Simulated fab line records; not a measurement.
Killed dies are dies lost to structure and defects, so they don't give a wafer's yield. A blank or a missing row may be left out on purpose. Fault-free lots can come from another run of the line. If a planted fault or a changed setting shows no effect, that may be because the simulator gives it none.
fab line records -- flow sky130
record: lots: 14, wafers: 42, lastDay: 50
route steps=708 shown LI_CONTACT@381 LOCAL_INTERCONNECT@387
lots untouched by any fault: they come from a run of this same line in which no faults occurred
startH: start of the lot's first displayed wafer, in hours after the record's first day -- waitH: hours from the lot's prior step to this one -- " repeats the value in the row above -- L1.1+2: several wafers, shown together as one row -- - no value, or no start was given -- * or withheld: withheld -- < > ~ a bound
route shown NAME@n: a module of which the file shows steps, and the number in the route of the first -- usual: mean/standard deviation taken from wafers without a fault -- same: alike in all rows -- chamber/n: place in a boat -- sites: per-site readings -- _std_site: the standard deviation of these -- _edge_site: inner sites' mean taken away from outer sites' mean -- radiusMm: how far each site lies from the wafer's centre -- mask NAME#n: copy n -- behind: the last tool/chamber to shape the wafer -- hold: why the lot was held/for how many hours/how that ended -- device: the n, p or np transistor that did not switch -- end of line: the route-end tests of the same wafers -- where a step has no rows: the recipe by itself -- killed: dies that structure and defects cost at the first sort, which is not the same as the wafer's yield -- map: dies across one wafer; x = killed, . = not, _ = none there
set.NAME: the setting the step ran with; set.NAME@STEP: the setting that earlier step ran with -- model.NAME: the simulator's own value behind a step, which no gauge read
the route's steps for a sample of lots (tables are steps, rows are wafers)
services: the hour from which a tool's chamber was out of use, counted from the record's first day as startH (under 0 if before that day), plus the number of hours and why
== steps ==
step: SKY_LI_CONTACT_SPUTTER_19
recipe: material: Ti, targetThkNm: 20, chamberPressurePa: 5, powerW: 2500, substrateTempC: 200, timeS: 106.37
usual: cathodeDcPowerW: 2500.1/0.43, throttleValvePct: 30.2/1.3
lot.wafer,tool,chamber,startH,waitH,cathodeDcPowerW,throttleValvePct
L708.1,pvdSputter-03,-,664.47,0.0,2499.6,30.6
L708.2,pvdSputter-03,-,664.47,0.0,2500.5,32.2
L708.5,pvdSputter-03,-,664.47,0.0,2500.5,28.6
L709.2,pvdSputter-01,-,676.61,0.0,2500.6,31.2
L709.3,pvdSputter-01,-,676.61,0.0,2500.5,30.3
L709.5,pvdSputter-01,-,676.61,0.0,2500.1,30.9
L710.2,pvdSputter-03,-,689.39,0.0,2499.6,30.6
L710.4,pvdSputter-03,-,689.39,0.0,2500.1,32.2
L710.6,pvdSputter-03,-,689.39,0.0,2500.3,30.9
L712.2,pvdSputter-03,-,707.37,0.0,2500.5,28.3
L712.4,pvdSputter-03,-,707.37,0.0,2499.5,30.6
L712.6,pvdSputter-03,-,707.37,0.0,2499.5,28.3
L714.2,pvdSputter-03,-,720.44,0.0,2500.2,30.7
L714.3,pvdSputter-03,-,720.44,0.0,2500.0,31.9
L714.4,pvdSputter-03,-,720.44,0.0,2499.9,28.2
L716.1,pvdSputter-02,-,734.02,0.0,2500.2,31.7
L716.2,pvdSputter-02,-,734.02,0.0,2500.9,28.7
L716.5,pvdSputter-02,-,734.02,0.0,2500.0,29.0
L717.1,pvdSputter-02,-,739.81,0.0,2499.9,29.2
L717.2,pvdSputter-02,-,739.81,0.0,2500.1,28.3
L717.4,pvdSputter-02,-,739.81,0.0,2500.1,31.4
L721.3,pvdSputter-03,-,771.73,0.0,2499.5,32.5
L721.5,pvdSputter-03,-,771.73,0.0,2500.1,32.2
L721.6,pvdSputter-03,-,771.73,0.0,2500.4,30.8
L724.1,pvdSputter-01,-,807.52,0.0,2499.8,29.1
L724.2,pvdSputter-01,-,807.52,0.0,2499.9,30.1
L724.6,pvdSputter-01,-,807.52,0.0,2500.6,30.9
L725.1,pvdSputter-03,-,810.86,0.0,2499.9,28.3
L725.2,pvdSputter-03,-,810.86,0.0,2499.5,32.2
L725.3,pvdSputter-03,-,810.86,0.0,2500.3,30.9
L726.1,pvdSputter-01,-,811.46,0.0,2499.4,29.1
L726.3,pvdSputter-01,-,811.46,0.0,2499.9,30.3
L726.4,pvdSputter-01,-,811.46,0.0,2499.7,31.2
L728.2,pvdSputter-02,-,831.59,0.0,2500.3,31.5
L728.3,pvdSputter-02,-,831.59,0.0,2500.2,29.2
L728.5,pvdSputter-02,-,831.59,0.0,2500.3,28.8
L729.1,pvdSputter-03,-,844.77,0.0,2500.1,30.8
L729.2,pvdSputter-03,-,844.77,0.0,2500.1,28.4
L729.4,pvdSputter-03,-,844.77,0.0,2500.2,30.9
L731.1,pvdSputter-03,-,854.84,0.0,2499.6,31.0
L731.4,pvdSputter-03,-,854.84,0.0,2500.5,30.6
L731.6,pvdSputter-03,-,854.84,0.0,2499.9,32.4
step: SKY_LOCAL_INTERCONNECT_SPUTTER_00
recipe: material: TiN, targetThkNm: 100, tempC: 300, powerW: 6500, timeS: 83.3, chamberPressurePa: 0.4
usual: cathodeDcPowerW: 6500.0/1.2, susceptorTempC: 300.01/0.21, throttleValvePct: 30.0/0.93
lot.wafer,tool,chamber,startH,waitH,cathodeDcPowerW,susceptorTempC,throttleValvePct
L708.1,pvdSputter-01,-,665.21,0.2,6500.3,300.00,29.2
L708.2,pvdSputter-01,-,665.21,0.2,6498.7,300.17,30.1
L708.5,pvdSputter-01,-,665.21,0.2,6499.8,300.22,29.2
L709.2,pvdSputter-04,-,677.35,0.1,6501.2,299.96,29.4
L709.3,pvdSputter-04,-,677.35,0.1,6499.4,299.86,31.0
L709.5,pvdSputter-04,-,677.35,0.1,6498.9,300.04,30.4
L710.2,pvdSputter-01,-,690.14,0.2,6500.5,299.88,28.8
L710.4,pvdSputter-01,-,690.14,0.2,6499.3,299.83,31.0
L710.6,pvdSputter-01,-,690.14,0.2,6501.1,299.78,30.2
L712.2,pvdSputter-01,-,708.11,0.2,6499.9,300.31,29.3
L712.4,pvdSputter-01,-,708.11,0.2,6501.2,299.82,30.1
L712.6,pvdSputter-01,-,708.11,0.2,6499.3,299.82,30.5
L714.2,pvdSputter-04,-,721.19,0.1,6498.0,299.88,29.4
L714.3,pvdSputter-04,-,721.19,0.1,6499.3,299.85,30.8
L714.4,pvdSputter-04,-,721.19,0.1,6500.7,300.03,29.9
L716.1,pvdSputter-01,-,734.76,0.1,6501.9,299.93,28.9
L716.2,pvdSputter-01,-,734.76,0.1,6498.0,300.16,30.1
L716.5,pvdSputter-01,-,734.76,0.1,6502.4,299.99,30.1
L717.1,pvdSputter-04,-,740.55,0.1,6499.8,299.91,29.6
L717.2,pvdSputter-04,-,740.55,0.1,6498.7,300.24,30.4
L717.4,pvdSputter-04,-,740.55,0.1,6500.8,300.25,30.9
L721.3,pvdSputter-02,-,772.48,0.2,6500.3,299.76,28.8
L721.5,pvdSputter-02,-,772.48,0.2,6500.3,300.30,31.5
L721.6,pvdSputter-02,-,772.48,0.2,6499.9,299.68,29.1
L724.1,pvdSputter-04,-,808.27,0.1,7015.5,300.41,31.1
L724.2,pvdSputter-04,-,808.27,0.1,7017.0,299.91,29.5
L724.6,pvdSputter-04,-,808.27,0.1,7016.7,299.79,29.9
L725.1,pvdSputter-04,-,811.60,0.1,7016.7,300.27,29.6
L725.2,pvdSputter-04,-,811.60,0.1,7015.5,299.74,29.4
L725.3,pvdSputter-04,-,811.60,0.1,7013.8,300.04,30.5
L726.1,pvdSputter-01,-,812.20,0.2,6500.8,300.10,30.1
L726.3,pvdSputter-01,-,812.20,0.2,6502.4,299.69,28.8
L726.4,pvdSputter-01,-,812.20,0.2,6499.0,299.74,31.0
L728.2,pvdSputter-02,-,832.34,0.2,6499.3,299.91,28.8
L728.3,pvdSputter-02,-,832.34,0.2,6501.3,299.67,29.4
L728.5,pvdSputter-02,-,832.34,0.2,6499.3,300.30,31.5
L729.1,pvdSputter-01,-,845.51,0.1,6499.2,300.13,29.0
L729.2,pvdSputter-01,-,845.51,0.1,6498.3,299.93,30.9
L729.4,pvdSputter-01,-,845.51,0.1,6501.4,300.04,30.0
L731.1,pvdSputter-01,-,855.58,0.2,6500.8,299.96,30.4
L731.4,pvdSputter-01,-,855.58,0.2,6498.6,300.34,28.9
L731.6,pvdSputter-01,-,855.58,0.2,6499.4,300.28,28.9
step: SKY_LOCAL_INTERCONNECT_RS_MEAS_01
recipe: thkMeasGauge: four-point-probe, reads: TiN_of_LOCAL_INTERCONNECT_SPUTTER_00
usual: LOCAL_INTERCONNECT_TIN_RS: 14.16/0.23
lot.wafer,tool,chamber,startH,waitH,LOCAL_INTERCONNECT_TIN_RS[ohm/sq]
L708.1,filmMetro-03,-,665.27,0.0,13.91
L708.2,filmMetro-03,-,665.27,0.0,14.03
L708.5,filmMetro-03,-,665.27,0.0,14.05
L709.2,filmMetro-03,-,677.44,0.1,14.06
L709.3,filmMetro-03,-,677.44,0.1,13.91
L709.5,filmMetro-03,-,677.44,0.1,13.95
L710.2,filmMetro-03,-,690.22,0.1,13.71
L710.4,filmMetro-03,-,690.22,0.1,14.01
L710.6,filmMetro-03,-,690.22,0.1,13.92
L712.2,filmMetro-03,-,708.19,0.1,14.07
L712.4,filmMetro-03,-,708.19,0.1,14.34
L712.6,filmMetro-03,-,708.19,0.1,14.38
L714.2,filmMetro-03,-,721.27,0.1,14.11
L714.3,filmMetro-03,-,721.27,0.1,14.02
L714.4,filmMetro-03,-,721.27,0.1,14.32
L716.1,filmMetro-01,-,734.82,0.0,14.05
L716.2,filmMetro-01,-,734.82,0.0,14.08
L716.5,filmMetro-01,-,734.82,0.0,14.24
L717.1,filmMetro-04,-,740.61,0.0,14.48
L717.2,filmMetro-04,-,740.61,0.0,14.33
L717.4,filmMetro-04,-,740.61,0.0,14.15
L721.3,filmMetro-04,-,772.58,0.1,13.65
L721.5,filmMetro-04,-,772.58,0.1,13.77
L721.6,filmMetro-04,-,772.58,0.1,13.66
L724.1,filmMetro-04,-,808.33,0.0,13.28
L724.2,filmMetro-04,-,808.33,0.0,13.46
L724.6,filmMetro-04,-,808.33,0.0,13.62
L725.1,filmMetro-04,-,811.67,0.0,13.26
L725.2,filmMetro-04,-,811.67,0.0,13.16
L725.3,filmMetro-04,-,811.67,0.0,13.18
L726.1,filmMetro-03,-,812.27,0.0,14.07
L726.3,filmMetro-03,-,812.27,0.0,13.83
L726.4,filmMetro-03,-,812.27,0.0,14.38
L728.2,filmMetro-01,-,832.42,0.1,13.66
L728.3,filmMetro-01,-,832.42,0.1,13.90
L728.5,filmMetro-01,-,832.42,0.1,13.85
L729.1,filmMetro-03,-,845.57,0.0,13.77
L729.2,filmMetro-03,-,845.57,0.0,14.39
L729.4,filmMetro-03,-,845.57,0.0,14.01
L731.1,filmMetro-04,-,855.64,0.0,14.28
L731.4,filmMetro-04,-,855.64,0.0,14.04
L731.6,filmMetro-04,-,855.64,0.0,14.05
step: SKY_LOCAL_INTERCONNECT_THK_MEAS_02
recipe: thkMeasGauge: xrf, reads: TiN_of_LOCAL_INTERCONNECT_SPUTTER_00
usual: LOCAL_INTERCONNECT_TIN_THK: 98.2/1.6
lot.wafer,tool,chamber,startH,waitH,LOCAL_INTERCONNECT_TIN_THK[nm]
L708.1,filmMetro-03,-,665.39,0.1,99.3
L708.2,filmMetro-03,-,665.39,0.1,98.7
L708.5,filmMetro-03,-,665.39,0.1,98.6
L709.2,filmMetro-03,-,677.55,0.1,99.1
L709.3,filmMetro-03,-,677.55,0.1,99.9
L709.5,filmMetro-03,-,677.55,0.1,99.9
L710.2,filmMetro-03,-,690.33,0.1,101.8
L710.4,filmMetro-03,-,690.33,0.1,100.2
L710.6,filmMetro-03,-,690.33,0.1,100.2
L712.2,filmMetro-03,-,708.30,0.1,99.1
L712.4,filmMetro-03,-,708.30,0.1,97.4
L712.6,filmMetro-03,-,708.30,0.1,97.6
L714.2,filmMetro-03,-,721.38,0.1,98.6
L714.3,filmMetro-03,-,721.38,0.1,99.2
L714.4,filmMetro-03,-,721.38,0.1,96.9
L716.1,filmMetro-01,-,734.94,0.1,99.1
L716.2,filmMetro-01,-,734.94,0.1,98.9
L716.5,filmMetro-01,-,734.94,0.1,97.6
L717.1,filmMetro-04,-,740.73,0.1,95.5
L717.2,filmMetro-04,-,740.73,0.1,96.2
L717.4,filmMetro-04,-,740.73,0.1,97.9
L721.3,filmMetro-04,-,772.68,0.1,101.0
L721.5,filmMetro-04,-,772.68,0.1,100.5
L721.6,filmMetro-04,-,772.68,0.1,100.8
L724.1,filmMetro-04,-,808.45,0.1,103.7
L724.2,filmMetro-04,-,808.45,0.1,102.5
L724.6,filmMetro-04,-,808.45,0.1,101.4
L725.1,filmMetro-04,-,811.79,0.1,103.7
L725.2,filmMetro-04,-,811.79,0.1,105.3
L725.3,filmMetro-04,-,811.79,0.1,105.1
L726.1,filmMetro-03,-,812.39,0.1,99.2
L726.3,filmMetro-03,-,812.39,0.1,100.8
L726.4,filmMetro-03,-,812.39,0.1,97.1
L728.2,filmMetro-01,-,832.53,0.1,101.1
L728.3,filmMetro-01,-,832.53,0.1,99.7
L728.5,filmMetro-01,-,832.53,0.1,100.2
L729.1,filmMetro-03,-,845.69,0.1,101.0
L729.2,filmMetro-03,-,845.69,0.1,96.4
L729.4,filmMetro-03,-,845.69,0.1,99.2
L731.1,filmMetro-04,-,855.76,0.1,97.2
L731.4,filmMetro-04,-,855.76,0.1,98.3
L731.6,filmMetro-04,-,855.76,0.1,98.7
step: SKY_LOCAL_INTERCONNECT_OVL_MEAS_12
usual: LOCAL_INTERCONNECT_OVL: -1/4.9
lot.wafer,tool,chamber,startH,waitH,LOCAL_INTERCONNECT_OVL[nm]
L708.1,overlay-01,-,692.65,0.1,7
L708.2,overlay-01,-,692.65,0.1,10
L708.5,overlay-01,-,692.65,0.1,6
L709.2,overlay-01,-,704.87,0.1,4
L709.3,overlay-01,-,704.87,0.1,-6
L709.5,overlay-01,-,704.87,0.1,-4
L710.2,overlay-02,-,718.14,0.1,-1
L710.4,overlay-02,-,718.14,0.1,-3
L710.6,overlay-02,-,718.14,0.1,-6
L712.2,overlay-01,-,735.79,0.1,-6
L712.4,overlay-01,-,735.79,0.1,-1
L712.6,overlay-01,-,735.79,0.1,-5
L714.2,overlay-02,-,749.76,0.1,-1
L714.3,overlay-02,-,749.76,0.1,0
L714.4,overlay-02,-,749.76,0.1,-6
L716.1,overlay-02,-,762.46,0.1,-8
L716.2,overlay-02,-,762.46,0.1,-2
L716.5,overlay-02,-,762.46,0.1,-1
L717.1,overlay-01,-,767.95,0.1,-2
L717.2,overlay-01,-,767.95,0.1,-6
L717.4,overlay-01,-,767.95,0.1,3
L721.3,overlay-02,-,798.05,0.1,-3
L721.5,overlay-02,-,798.05,0.1,0
L721.6,overlay-02,-,798.05,0.1,1
L724.1,overlay-02,-,835.10,0.1,6
L724.2,overlay-02,-,835.10,0.1,9
L724.6,overlay-02,-,835.10,0.1,8
L725.1,overlay-01,-,838.44,0.1,3
L725.2,overlay-01,-,838.44,0.1,0
L725.3,overlay-01,-,838.44,0.1,2
L726.1,overlay-01,-,838.56,0.1,-7
L726.3,overlay-01,-,838.56,0.1,-2
L726.4,overlay-01,-,838.56,0.1,1
L728.2,overlay-01,-,858.52,0.1,-3
L728.3,overlay-01,-,858.52,0.1,-6
L728.5,overlay-01,-,858.52,0.1,-3
L729.1,overlay-01,-,871.52,0.1,-7
L729.2,overlay-01,-,871.52,0.1,-1
L729.4,overlay-01,-,871.52,0.1,-6
L731.1,overlay-02,-,880.55,0.1,-4
L731.4,overlay-02,-,880.55,0.1,-2
L731.6,overlay-02,-,880.55,0.1,1
step: SKY_LOCAL_INTERCONNECT_ETCH_13
recipe: chemistry: N2/H2, target: BARC, ionEnergyEv: 200, biasW: 100, pressureMtorr: 30, n2FlowSccm: 100, h2FlowSccm: 200, icpW: 500, stopOn: SiO2, timeS: 45.9, targetDepthA: 600
usual: drypumpMotorCurrentA: 6.0/0.47, h2FlowSccm: 200.1/0.6, n2FlowSccm: 100.0/0.33, oesProductAu: 0.855/0.0047, throttleValvePct: 13.223/0.0094
lot.wafer,tool,chamber,startH,waitH,drypumpMotorCurrentA,h2FlowSccm,n2FlowSccm,oesProductAu,rfHoursCounterH,throttleValvePct
L708.1,rieMetal-04,1,692.69,0.0,6.0,199.6,100.0,0.850,2,13.229
L708.2,rieMetal-04,1,692.69,0.0,6.0,199.9,99.8,0.859,-,13.225
L708.5,rieMetal-04,1,692.69,0.0,6.0,199.9,99.7,0.857,-,13.224
L709.2,rieMetal-03,0,704.92,0.0,5.4,199.5,99.5,0.850,-,13.212
L709.3,rieMetal-03,0,704.92,0.0,5.4,199.6,100.0,0.848,-,13.211
L709.5,rieMetal-03,0,704.92,0.0,5.4,200.0,99.6,0.858,-,13.221
L710.2,rieMetal-01,0,718.17,0.0,6.0,201.0,100.1,0.855,4,13.230
L710.4,rieMetal-01,1,718.17,0.0,5.9,200.1,100.0,0.857,-,13.217
L710.6,rieMetal-01,0,718.17,0.0,6.1,200.6,99.6,0.852,-,13.222
L712.2,rieMetal-04,1,735.84,0.0,6.0,200.1,100.1,0.857,-,13.223
L712.4,rieMetal-04,1,735.84,0.0,6.0,199.3,100.4,0.854,-,13.234
L712.6,rieMetal-04,1,735.84,0.0,6.0,199.6,100.0,0.850,-,13.227
L714.2,rieMetal-01,0,749.79,0.0,6.1,199.1,99.5,0.861,5,13.210
L714.3,rieMetal-01,0,749.79,0.0,6.1,200.1,99.9,0.851,-,13.219
L714.4,rieMetal-01,1,749.79,0.0,6.0,201.0,100.3,0.850,-,13.217
L716.1,rieMetal-04,1,762.50,0.0,6.0,199.6,99.8,0.854,5,13.231
L716.2,rieMetal-04,0,762.50,0.0,5.4,199.7,99.7,0.845,2,13.224
L716.5,rieMetal-04,1,762.50,0.0,6.0,200.1,98.8,0.851,-,13.216
L717.1,rieMetal-01,0,767.99,0.0,6.0,199.8,100.1,0.841,6,13.228
L717.2,rieMetal-01,1,767.99,0.0,5.9,199.6,100.2,0.851,14,13.228
L717.4,rieMetal-01,0,767.99,0.0,6.0,200.1,100.1,0.853,-,13.200
L721.3,rieMetal-01,0,798.09,0.0,6.0,199.7,100.0,0.857,-,13.223
L721.5,rieMetal-01,1,798.09,0.0,6.0,199.2,100.0,0.854,-,13.234
L721.6,rieMetal-01,0,798.09,0.0,6.0,200.0,99.7,0.856,-,13.199
L724.1,rieMetal-03,0,835.14,0.0,5.4,200.4,100.0,0.862,15,13.214
L724.2,rieMetal-03,1,835.14,0.0,6.7,199.3,99.7,0.864,3,13.196
L724.6,rieMetal-03,0,835.14,0.0,5.4,201.0,100.5,0.856,-,13.221
L725.1,rieMetal-01,0,838.47,0.0,6.1,200.6,100.0,0.855,8,13.229
L725.2,rieMetal-01,1,838.47,0.0,5.9,200.0,100.6,0.864,16,13.232
L725.3,rieMetal-01,0,838.47,0.0,6.1,201.2,100.1,0.854,-,13.221
L726.1,rieMetal-03,0,838.60,0.0,5.4,200.5,99.8,0.857,15,13.220
L726.3,rieMetal-03,0,838.60,0.0,5.4,200.0,99.8,0.854,-,13.214
L726.4,rieMetal-03,0,838.60,0.0,5.4,200.1,100.0,0.857,-,13.224
L728.2,rieMetal-03,1,858.55,0.0,6.7,200.6,99.9,0.848,4,13.216
L728.3,rieMetal-03,1,858.55,0.0,6.6,200.9,100.1,0.858,-,13.230
L728.5,rieMetal-03,0,858.55,0.0,5.4,199.0,100.1,0.859,-,13.234
L729.1,rieMetal-03,1,871.56,0.0,6.6,200.8,99.5,0.850,4,13.224
L729.2,rieMetal-03,1,871.56,0.0,6.7,200.5,99.4,0.850,-,13.215
L729.4,rieMetal-03,1,871.56,0.0,6.7,199.9,99.5,0.861,-,13.222
L731.1,rieMetal-03,1,880.59,0.0,6.7,200.3,99.9,0.859,5,13.234
L731.4,rieMetal-03,1,880.59,0.0,6.7,200.1,100.1,0.857,-,13.215
L731.6,rieMetal-03,1,880.59,0.0,6.7,200.6,100.1,0.848,-,13.240
step: SKY_LOCAL_INTERCONNECT_METAL_ETCH_14
recipe: targetDepthNm: 110, stopOn: PSG, chemistry: Cl2/BCl3, target: TiN, resistSidewallDeg: 88, pressureMtorr: 10, icpW: 900, biasW: 48.5, Cl2_flow_sccm: 60, bcl3FlowSccm: 30, timeS: 31.4
usual: drypumpMotorCurrentA: 6.0/0.48, oesProductAu: 0.939/0.0095, throttleValvePct: 21.902/0.011
lot.wafer,tool,chamber,startH,waitH,drypumpMotorCurrentA,oesProductAu,rfHoursCounterH,throttleValvePct
L708.1,rieMetal-04,1,692.82,0.1,6.0,0.948,2,21.899
L708.2,rieMetal-04,1,692.82,0.1,6.0,0.943,-,21.899
L708.5,rieMetal-04,1,692.82,0.1,6.0,0.940,-,21.896
L709.2,rieMetal-03,0,705.04,0.1,5.4,0.947,-,21.900
L709.3,rieMetal-03,0,705.04,0.1,5.4,0.948,-,21.908
L709.5,rieMetal-03,0,705.04,0.1,5.4,0.941,-,21.901
L710.2,rieMetal-01,0,718.23,0.0,6.1,0.952,4,21.884
L710.4,rieMetal-01,1,718.23,0.0,5.9,0.947,-,21.905
L710.6,rieMetal-01,0,718.23,0.0,6.0,0.954,-,21.876
L712.2,rieMetal-04,1,735.96,0.1,6.0,0.939,-,21.909
L712.4,rieMetal-04,1,735.96,0.1,6.0,0.938,-,21.908
L712.6,rieMetal-04,1,735.96,0.1,6.0,0.927,-,21.891
L714.2,rieMetal-01,0,749.85,0.0,6.0,0.944,5,21.900
L714.3,rieMetal-01,0,749.85,0.0,6.0,0.945,-,21.897
L714.4,rieMetal-01,1,749.85,0.0,6.0,0.929,-,21.914
L716.1,rieMetal-04,1,762.56,0.0,6.0,0.945,5,21.909
L716.2,rieMetal-04,0,762.56,0.0,5.4,0.942,2,21.884
L716.5,rieMetal-04,1,762.56,0.0,6.0,0.931,-,21.926
L717.1,rieMetal-01,0,768.05,0.0,6.1,0.931,6,21.914
L717.2,rieMetal-01,1,768.05,0.0,5.9,0.932,14,21.916
L717.4,rieMetal-01,0,768.05,0.0,6.0,0.944,-,21.914
L721.3,rieMetal-01,0,798.15,0.0,6.1,0.959,-,21.899
L721.5,rieMetal-01,1,798.15,0.0,6.0,0.953,-,21.886
L721.6,rieMetal-01,0,798.15,0.0,6.0,0.964,-,21.886
L724.1,rieMetal-03,0,835.20,0.0,5.4,0.969,15,21.864
L724.2,rieMetal-03,1,835.20,0.0,6.7,0.969,3,21.888
L724.6,rieMetal-03,0,835.20,0.0,5.4,0.962,-,21.887
L725.1,rieMetal-01,0,838.54,0.0,6.0,0.972,8,21.880
L725.2,rieMetal-01,1,838.54,0.0,5.9,0.972,16,21.883
L725.3,rieMetal-01,0,838.54,0.0,6.0,0.978,-,21.866
L726.1,rieMetal-03,0,838.72,0.1,5.4,0.944,15,21.911
L726.3,rieMetal-03,0,838.72,0.1,5.4,0.946,-,21.896
L726.4,rieMetal-03,0,838.72,0.1,5.4,0.930,-,21.907
L728.2,rieMetal-03,1,858.61,0.0,6.7,0.957,4,21.874
L728.3,rieMetal-03,1,858.61,0.0,6.7,0.941,-,21.896
L728.5,rieMetal-03,0,858.61,0.0,5.4,0.952,-,21.874
L729.1,rieMetal-03,1,871.68,0.1,6.7,0.955,4,21.877
L729.2,rieMetal-03,1,871.68,0.1,6.6,0.927,-,21.903
L729.4,rieMetal-03,1,871.68,0.1,6.6,0.950,-,21.898
L731.1,rieMetal-03,1,880.72,0.1,6.7,0.931,5,21.892
L731.4,rieMetal-03,1,880.72,0.1,6.6,0.948,-,21.906
L731.6,rieMetal-03,1,880.72,0.1,6.7,0.929,-,21.884
== services ==
tool,chamber,startH,hours,kind
pvdSputter-03,-,642.36,8.7,repair
rieMetal-03,-,646.46,1.6,repair
rieMetal-01,-,672.65,1.2,repair
pvdSputter-03,-,678.75,2.7,repair
rieMetal-03,1,683.33,-,clean
rieMetal-03,1,683.33,24.9,scheduledDown
rieMetal-03,1,683.33,24.9,ventCycle
pvdSputter-04,-,708.85,2.4,repair
rieMetal-01,0,719.31,1.0,repair
rieMetal-01,-,721.02,14.6,pm
pvdSputter-03,-,732.93,1.7,repair
rieMetal-04,0,734.79,1.6,repair
pvdSputter-02,-,735.33,0.7,repair
rieMetal-04,1,758.83,1.3,repair
pvdSputter-04,-,761.27,2.8,repair
rieMetal-03,-,782.75,1.2,repair
rieMetal-01,1,787.42,3.1,repair
rieMetal-03,1,816.45,12.4,repair
pvdSputter-01,-,831.25,1.7,repair
rieMetal-03,1,836.14,14.0,repair
pvdSputter-03,-,838.27,1.9,repair
pvdSputter-04,-,854.01,2.2,repair
pvdSputter-04,-,861.80,3.0,repair
pvdSputter-01,-,877.03,2.0,repair
== key ==
firstSign: step: SKY_LOCAL_INTERCONNECT_SPUTTER_00, reading: cathodeDcPowerW, direction: up, sigmas: 99+, usual: 6500.0, struck: 7015.9
effect: step: SKY_LOCAL_INTERCONNECT_RS_MEAS_01, reading: LOCAL_INTERCONNECT_TIN_RS, direction: down, sigmas: 3.7, usual: 14.16, struck: 13.33
effect: step: SKY_LOCAL_INTERCONNECT_THK_MEAS_02, reading: LOCAL_INTERCONNECT_TIN_THK, direction: up, sigmas: 3.3, usual: 98.2, struck: 103.6
effect: step: SKY_LOCAL_INTERCONNECT_METAL_ETCH_14, reading: oesProductAu, direction: up, sigmas: 3.3, usual: 0.939, struck: 0.970
metAt SKY_LOCAL_INTERCONNECT_SPUTTER_00
struckLots L724,L725
sortLeftOut L724.1,L724.2,L724.6,L725.1,L725.2,L725.3
testerLeftOut L724,L725
notActingAt SKY_LI_CONTACT_SPUTTER_19,SKY_LOCAL_INTERCONNECT_OVL_MEAS_12,SKY_LOCAL_INTERCONNECT_ETCH_13
onsetBetween 740.55 808.27
fault: kind: processParameterDrift, tool: pvdSputter-04, chamber: -, onsetH: 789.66, steps: SKY_LOCAL_INTERCONNECT_SPUTTER_00, channel: powerW, offset: *, shape: step, endH: 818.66, actsIn: *, stated: *
testerLeftOut: of these lots the tester's yield and bins aren't shown, on N5 and GAA mostly nor the transistor test; their killed dies are dies lost to structure and defects alone, not to doping, threshold or leakage, so they don't give the yield
sortLeftOut: the simulated sort isn't trusted on such a fault, so these wafers' sort isn't shown, and their yield isn't known
